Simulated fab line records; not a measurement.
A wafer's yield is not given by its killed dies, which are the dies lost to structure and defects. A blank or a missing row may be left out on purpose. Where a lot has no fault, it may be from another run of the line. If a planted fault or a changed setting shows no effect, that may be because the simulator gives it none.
Comparing a struck lot with a sound one -- flow gf180mcu -- 15 out of 602 route steps
Sound: these wafers, L876.1, L876.2, L876.3. Struck: wafer L883.6. (L883.1, L883.2 of the same lot were not struck and are left out.) The cause comes at the end.
Per side, at each step with rows, come the tool, then ch with its chambers, and then its first start. Under that, the readings that differ: sound wafers -- struck wafers -- difference of the means -- sigmas: that difference in standard deviations of wafers without a fault.
alike: words and numbers the same on both sides, and readings whose means are apart by under 2 such deviations; not compared: readings that were withheld, readings missing a value for some wafer, numbers with overlapping values and no deviation given by the record, and bounds like >300 which may hide the same value.
A row with sigmas, a row that says differs or no value, or rows on one side alone: a step with any of these is where the two part. When numbers do not overlap yet have no deviation, they are printed without sigmas and do not part them. Lack of a reading on every wafer of one side parts them only where that side has two or more wafers.

first, 3 steps without rows for these wafers: GF_V2_EXPOSE_11 (exposes mask Via2, target cd 260 nm); GF_V2_PEB_12 (peb time 90 s); GF_V2_DEVELOP_13 (develop time 60 s).
GF_V2_CD_MEAS_14: target cd 260 nm.
  sound on cd-sem-01 at day 21 09:58; struck on cd-sem-01 at day 23 22:32
  alike: cd-nm
GF_V2_OVL_MEAS_15:
  sound on overlay-01 at day 21 10:05; struck on overlay-01 at day 23 22:40
  alike: V2_OVL
GF_V2_ETCH_16: etches BARC in N2/H2.
  sound on rie-diel-03 ch 0,1,3, day 21 10:07; struck on rie-diel-03 ch 2, day 23 22:41
reading,sound,struck,difference,sigmas
oes-product-au (a.u.),0.845 0.854 0.860,0.843,-0.010,-2
  alike: drypump-motor-current-A, throttle-valve-pct
GF_V2_ETCH_17: etches SiO2 in C4F8/O2/Ar, stops on TiN, target depth 630 nm.
  sound on rie-diel-03 ch 0,1,3; struck on rie-diel-03 ch 2
  alike: oes-product-au
GF_V2_STRIP_18: strips in O2/N2.
  sound on plasma-asher-02 ch 0,1, day 21 10:15; struck on plasma-asher-03 ch 0, day 23 22:49
  alike: drypump-motor-current-A, heater-power-w, oes-product-au
  not compared: rf-hours-counter-h
then, 2 steps without rows for these wafers: GF_V2_STRIP_19 (strips in post etch residue remover, time 1200 s); GF_V2_CLEAN_20 (cleans in DIW).
GF_V2_SPUTTER_21: material Ti, target thk 15 nm, time 80.02 s.
  sound on pvd-sputter-01 at day 21 10:47; struck on pvd-sputter-03 at day 23 23:23
  alike: throttle-valve-pct
GF_V2_SPUTTER_22: material TiN, target thk 10 nm, time 40 s.
  sound on pvd-sputter-01 at day 21 10:51; struck on pvd-sputter-03 at day 23 23:28
  alike: throttle-valve-pct
GF_V2_CVD_23: deposits W, target thk 350 nm, time 104.94 s.
  sound on cvd-w-02 ch 0,1, day 21 10:53; struck on cvd-w-02 ch 0, day 23 23:29
reading,sound,struck,difference,sigmas
model.W_of_V2_CVD_23.thk-nm (nm),342.6 345.2 353.5,365.2,+18.1,
  alike: chamber-pressure-Torr, heater-power-w
GF_V2_RS_MEAS_24: measurement is done with a four-point probe.
  sound on film-metro-01 at day 21 11:00; struck on film-metro-01 at day 23 23:37
reading,sound,struck,difference,sigmas
V2_W_RS (ohm/sq),0.334 0.332 0.323,0.313,-0.017,-3
GF_PASSIVATION_PROBE_99:
  rows exist in the record for the sound wafers here (prober-01, day 30 00:11), none for the struck ones

WHERE THEY PART
Last at GF_PASSIVATION_PROBE_99 as far as this record goes, first at GF_V2_ETCH_16.

WHY: what had been put in by the simulator
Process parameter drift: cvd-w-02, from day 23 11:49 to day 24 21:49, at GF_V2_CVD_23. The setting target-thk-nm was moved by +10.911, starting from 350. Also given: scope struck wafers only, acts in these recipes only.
